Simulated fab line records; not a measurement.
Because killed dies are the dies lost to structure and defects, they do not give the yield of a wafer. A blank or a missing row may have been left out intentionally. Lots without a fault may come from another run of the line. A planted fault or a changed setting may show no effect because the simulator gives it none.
fab line records ; flow sky130
[record] lots = 7; wafers = 18; last_day = 50
route steps=708 shown LDD_HVP@283 LDD_LDN@289
lots untouched by any fault: they come from a run of this same line in which no faults occurred
start_h: the number of hours between the record's first day and the start of the first shown wafer of the lot ; wait_h: hours elapsed since this lot's preceding step ; " repeats the value in the row above ; L1.1+2: a row that stands for several wafers ; - no value, or no start was given ; * or withheld: withheld ; < > ~ a bound
route shown NAME@n: a module of which the file shows steps, and the number in the route of the first ; usual: the fault-free wafers' mean and standard deviation ; same: alike in all rows ; chamber/n: place in a boat ; sites: the reading at each site ; _std_site: standard deviation across them ; _edge_site: the outer-site mean with the inner-site mean subtracted ; radius_mm: how far each site lies from the wafer's centre ; mask NAME#n: copy n ; behind: tool/chamber where the wafer was last shaped ; hold: reason for holding the lot/hours on hold/outcome of the hold ; device: the transistor (n, p or np) that didn't switch ; end of line: at the end of the route, the tests of the same wafers ; for a step that has no rows: nothing shown but its recipe ; killed: at the first sort, the dies lost to defects and structure; wafer yield is something else ; map: the dies of a wafer, with x for killed, . for not killed, _ for no die there
set.NAME: the run value of the setting; set.NAME@STEP: its run value at that earlier step ; model.NAME: the simulator's own value behind a step, which no gauge read
certain route steps with their lots: each step a table, each wafer a row
services: the hour from which a tool's chamber was out of use, counted from the record's first day as start_h (under 0 if before that day), plus the number of hours and why
[[steps]]
[step SKY_LDD_HVP_PEB_05]
[recipe] temp_c = withheld; time_s = *; resist = NOVOLAK
[step SKY_LDD_HVP_DEVELOP_06]
[recipe] resist = NOVOLAK; developer = TMAH; develop_time_s = 60; dev_temp_c = 23
[step SKY_LDD_HVP_OVL_MEAS_07]
[usual] LDD_HVP_OVL = -0.3/1.3
lot.wafer;tool;chamber;start_h;wait_h;LDD_HVP_OVL[nm]
L768.1;overlay-02;-;552.30;0.1;-0.2
L768.2;overlay-02;-;552.30;0.1;0.6
L768.5;overlay-02;-;552.30;0.1;0.4
L773.1;overlay-02;-;557.75;0.1;0.2
L773.3;overlay-02;-;557.75;0.1;-2.3
L773.4;overlay-02;-;557.75;0.1;0.1
L781.1;overlay-01;-;624.58;0.1;1.0
L781.4;overlay-01;-;624.58;0.1;-0.6
L784.4;overlay-01;-;652.94;0.1;-1.1
L784.5;overlay-01;-;652.94;0.1;-0.7
L783.4;overlay-02;-;657.77;0.1;-0.6
L783.6;overlay-02;-;657.77;0.1;0.9
L788.1;overlay-01;-;680.00;0.1;-0.5
L788.4;overlay-01;-;680.00;0.1;-0.7
L788.5;overlay-01;-;680.00;0.1;-0.4
L789.4;overlay-02;-;681.99;0.1;-0.5
L789.5;overlay-02;-;681.99;0.1;1.1
L789.6;overlay-02;-;681.99;0.1;-2.2
[step SKY_LDD_HVP_IMPLANT_08]
[recipe] species = B; energy_kev = 20; dose_cm2 = 1.7e+13; tilt_deg = 17.9
[step SKY_LDD_HVP_STRIP_09]
[recipe] chemistry = O2/N2; power_w = 1400; pressure_mtorr = 1500; platen_temp_c = withheld; o2_flow_sccm = 3000; n2_flow_sccm = 300; overash_fraction = 0.5
[usual] drypump_motor_current_A = 5.6/0.45; oes_product_au = 0.408/0.0046; strip_time_to_endpoint_s = 4.135/0.015
lot.wafer;tool;chamber;start_h;wait_h;drypump_motor_current_A;oes_product_au;rf_hours_counter_h;strip_time_to_endpoint_s
L768.1;plasma_asher-03;0;552.49;0.1;5.6;0.407;87;4.108
L768.2;plasma_asher-03;1;552.49;0.1;5.8;0.409;87;4.131
L768.5;plasma_asher-03;0;552.49;0.1;5.6;0.404;-;4.125
L773.1;plasma_asher-01;1;557.94;0.1;6.3;0.404;12;4.131
L773.3;plasma_asher-01;1;557.94;0.1;6.4;0.402;-;4.152
L773.4;plasma_asher-01;0;557.94;0.1;4.9;0.411;-;4.139
L781.1;plasma_asher-01;1;624.77;0.1;6.4;0.403;17;4.131
L781.4;plasma_asher-01;1;624.77;0.1;6.4;0.404;-;4.128
L784.4;plasma_asher-03;1;653.14;0.1;5.8;0.411;-;4.161
L784.5;plasma_asher-03;0;653.14;0.1;5.6;0.409;-;4.130
L783.4;plasma_asher-02;0;657.97;0.1;5.1;0.407;-;4.124
L783.6;plasma_asher-02;1;657.97;0.1;5.8;0.415;-;4.136
L788.1;plasma_asher-03;1;680.19;0.1;5.9;0.402;101;4.110
L788.4;plasma_asher-03;0;680.19;0.1;5.6;0.407;-;4.108
L788.5;plasma_asher-03;1;680.19;0.1;5.8;0.411;-;4.111
L789.4;plasma_asher-03;1;682.19;0.1;5.8;0.411;-;4.128
L789.5;plasma_asher-03;0;682.19;0.1;5.6;0.408;-;4.147
L789.6;plasma_asher-03;1;682.19;0.1;5.8;0.412;-;4.148
[step SKY_LDD_HVP_TW_MEAS_10]
[usual] LDD_HVP_TW = 455/7.5
lot.wafer;tool;chamber;start_h;wait_h;LDD_HVP_TW
L768.1;film_metro-04;-;552.59;0.1;444
L768.2;film_metro-04;-;552.59;0.1;442
L768.5;film_metro-04;-;552.59;0.1;444
L773.1;film_metro-04;-;558.04;0.1;444
L773.3;film_metro-04;-;558.04;0.1;446
L773.4;film_metro-04;-;558.04;0.1;444
L781.1;film_metro-02;-;624.87;0.1;466
L781.4;film_metro-02;-;624.87;0.1;463
L784.4;film_metro-04;-;653.24;0.1;449
L784.5;film_metro-04;-;653.24;0.1;447
L783.4;film_metro-02;-;658.07;0.1;462
L783.6;film_metro-02;-;658.07;0.1;462
L788.1;film_metro-02;-;680.29;0.1;463
L788.4;film_metro-02;-;680.29;0.1;461
L788.5;film_metro-02;-;680.29;0.1;464
L789.4;film_metro-03;-;682.29;0.1;452
L789.5;film_metro-03;-;682.29;0.1;451
L789.6;film_metro-03;-;682.29;0.1;451
[step SKY_LDD_LDN_DEHYDRATE_00]
[recipe] temp_c = 200; time_s = 60
[step SKY_LDD_LDN_HMDS_01]
[recipe] prime_time_s = 60; prime_temp_c = 120
[step SKY_LDD_LDN_COAT_02]
[recipe] resist = NOVOLAK; spin_rpm = 3000; resist_thk_nm = 1140
[step SKY_LDD_LDN_SOFTBAKE_03]
[recipe] temp_c = 90; time_s = 60; resist = NOVOLAK
[step SKY_LDD_LDN_EXPOSE_04]
[recipe] mask_id = LDNTM; na = 0.6; source_shape = conventional; sigma_outer = 0.6; polarization = unpolarized; target_cd_nm = 700; dose_mj = 140
[step SKY_LDD_LDN_PEB_05]
[recipe] temp_c = withheld; time_s = *; resist = NOVOLAK
[step SKY_LDD_LDN_DEVELOP_06]
[recipe] resist = NOVOLAK; developer = TMAH; develop_time_s = 60; dev_temp_c = 23
lot.wafer;tool;chamber;start_h;wait_h
L768.1+2+5;litho_track-02;0;582.07;0.1
L773.1+3+4;litho_track-04;0;586.54;0.1
L781.1+4;litho_track-04;0;653.04;0.1
L784.4+5;litho_track-04;0;681.07;0.1
L783.4+6;litho_track-04;0;685.02;0.1
L788.1+4+5;litho_track-02;0;706.97;0.1
L789.4+5+6;litho_track-02;0;709.80;0.1
[step SKY_LDD_LDN_OVL_MEAS_07]
[usual] LDD_LDN_OVL = 0.6/1.4
lot.wafer;tool;chamber;start_h;wait_h;LDD_LDN_OVL[nm]
L768.1;overlay-02;-;582.22;0.1;1.3
L768.2;overlay-02;-;582.22;0.1;1.5
L768.5;overlay-02;-;582.22;0.1;2.1
L773.1;overlay-01;-;586.69;0.1;0.5
L773.3;overlay-01;-;586.69;0.1;-1.2
L773.4;overlay-01;-;586.69;0.1;-0.2
L781.1;overlay-01;-;653.19;0.1;0.0
L781.4;overlay-01;-;653.19;0.1;-1.7
L784.4;overlay-01;-;681.16;0.1;-1.8
L784.5;overlay-01;-;681.16;0.1;-0.3
L783.4;overlay-02;-;685.11;0.1;-1.2
L783.6;overlay-02;-;685.11;0.1;-2.0
L788.1;overlay-02;-;707.12;0.1;2.3
L788.4;overlay-02;-;707.12;0.1;1.0
L788.5;overlay-02;-;707.12;0.1;2.7
L789.4;overlay-01;-;709.89;0.1;2.8
L789.5;overlay-01;-;709.89;0.1;3.0
L789.6;overlay-01;-;709.89;0.1;1.7
[step SKY_LDD_LDN_IMPLANT_08]
[recipe] species = As; energy_kev = 15; dose_cm2 = 1.25e+13; tilt_deg = withheld; rotation_deg = 23
[step SKY_LDD_LDN_IMPLANT_09]
[recipe] species = As; energy_kev = 15; dose_cm2 = 1.25e+13; tilt_deg = withheld; rotation_deg = 113
[step SKY_LDD_LDN_IMPLANT_10]
[recipe] species = As; energy_kev = 15; dose_cm2 = 1.25e+13; tilt_deg = withheld; rotation_deg = 203
[step SKY_LDD_LDN_IMPLANT_11]
[recipe] species = As; energy_kev = 15; dose_cm2 = 1.25e+13; tilt_deg = withheld; rotation_deg = 293
[step SKY_LDD_LDN_STRIP_12]
[recipe] chemistry = O2/N2; power_w = 1400; pressure_mtorr = 1500; platen_temp_c = withheld; o2_flow_sccm = 3000; n2_flow_sccm = 300; overash_fraction = 0.5
[usual] drypump_motor_current_A = 5.8/0.49; oes_product_au = 0.715/0.0045; strip_time_to_endpoint_s = 14.18/0.038
lot.wafer;tool;chamber;start_h;wait_h;drypump_motor_current_A;oes_product_au;rf_hours_counter_h;strip_time_to_endpoint_s
L768.1;plasma_asher-04;0;582.86;0.1;6.4;0.712;77;14.14
L768.2;plasma_asher-04;1;582.86;0.1;5.5;0.709;77;14.16
L768.5;plasma_asher-04;1;582.86;0.1;5.5;0.713;-;14.19
L773.1;plasma_asher-04;1;587.33;0.1;5.5;0.713;77;14.15
L773.3;plasma_asher-04;1;587.33;0.1;5.5;0.710;-;14.18
L773.4;plasma_asher-04;0;587.33;0.1;6.4;0.715;-;14.15
L781.1;plasma_asher-04;1;653.83;0.1;5.4;0.723;84;14.16
L781.4;plasma_asher-04;1;653.83;0.1;5.5;0.713;-;14.18
L784.4;plasma_asher-03;0;681.81;0.1;5.6;0.721;-;14.18
L784.5;plasma_asher-03;1;681.81;0.1;5.9;0.720;-;14.22
L783.4;plasma_asher-04;1;685.76;0.1;5.5;0.717;-;14.16
L783.6;plasma_asher-04;0;685.76;0.1;6.4;0.716;-;14.17
L788.1;plasma_asher-01;0;707.76;0.1;5.0;0.711;25;14.17
L788.4;plasma_asher-01;0;707.76;0.1;4.9;0.718;-;14.16
L788.5;plasma_asher-01;1;707.76;0.1;6.3;0.713;-;14.21
L789.4;plasma_asher-01;1;710.54;0.1;6.4;0.712;-;14.20
L789.5;plasma_asher-01;0;710.54;0.1;5.0;0.711;-;14.19
L789.6;plasma_asher-01;1;710.54;0.1;6.4;0.717;-;14.21
[step SKY_LDD_LDN_TW_MEAS_13]
[usual] LDD_LDN_TW = 1487/20
lot.wafer;tool;chamber;start_h;wait_h;LDD_LDN_TW
L768.1;film_metro-04;-;582.96;0.1;1460
L768.2;film_metro-04;-;582.96;0.1;1471
L768.5;film_metro-04;-;582.96;0.1;1463
L773.1;film_metro-04;-;587.43;0.1;1465
L773.3;film_metro-04;-;587.43;0.1;1454
L773.4;film_metro-04;-;587.43;0.1;1456
L781.1;film_metro-02;-;653.93;0.1;1501
L781.4;film_metro-02;-;653.93;0.1;30
L784.4;film_metro-02;-;681.91;0.1;31
L784.5;film_metro-02;-;681.91;0.1;30
L783.4;film_metro-01;-;685.86;0.1;30
L783.6;film_metro-01;-;685.86;0.1;1488
L788.1;film_metro-04;-;707.86;0.1;1450
L788.4;film_metro-04;-;707.86;0.1;1456
L788.5;film_metro-04;-;707.86;0.1;1459
L789.4;film_metro-04;-;710.64;0.1;1452
L789.5;film_metro-04;-;710.64;0.1;1445
L789.6;film_metro-04;-;710.64;0.1;1453
[step SKY_LDD_LDN_CLEAN_14]
[recipe] chemistry = SC1/SC2; mix = 1:4:20; temp_c = 70; time_s = 150; dry = n2_spin
[[services]]
tool;chamber;start_h;hours;kind
plasma_asher-01;-;539.19;16.0;pm
plasma_asher-02;-;550.15;2.8;pm
plasma_asher-02;-;562.79;19.4;pm
plasma_asher-01;-;576.01;14.6;pm
litho_track-02;-;596.45;-;consumable_replace:filter
plasma_asher-02;-;640.53;1.0;repair
plasma_asher-01;-;683.63;1.3;repair
[[key]]
[first_sign] step = SKY_LDD_LDN_TW_MEAS_13; reading = LDD_LDN_TW; direction = down; sigmas = 71; usual = 1487; struck = 30
effect none on later readings
met_at SKY_LDD_LDN_DEVELOP_06
struck_wafers L781.4,L783.4,L784.4,L784.5
sort_left_out L781.4,L783.4,L784.4,L784.5
tester_left_out L781,L783,L784
onset_between 586.54 653.04
[fault] kind = process_parameter_drift; tool = litho_track-04; chamber = -; onset_h = 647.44; steps = SKY_LDD_LDN_DEVELOP_06; channel = develop_time_s; offset = *; shape = step; end_h = 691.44; scope = struck_wafers_only; acts_in = *; stated = *
// tester_left_out: of these lots the tester's yield and bins aren't shown, on N5 and GAA mostly nor the transistor test; their killed dies are dies lost to structure and defects alone, not to doping, threshold or leakage, so they don't give the yield
// sort_left_out: the simulated sort isn't trusted on such a fault, so these wafers' sort isn't shown, and their yield isn't known
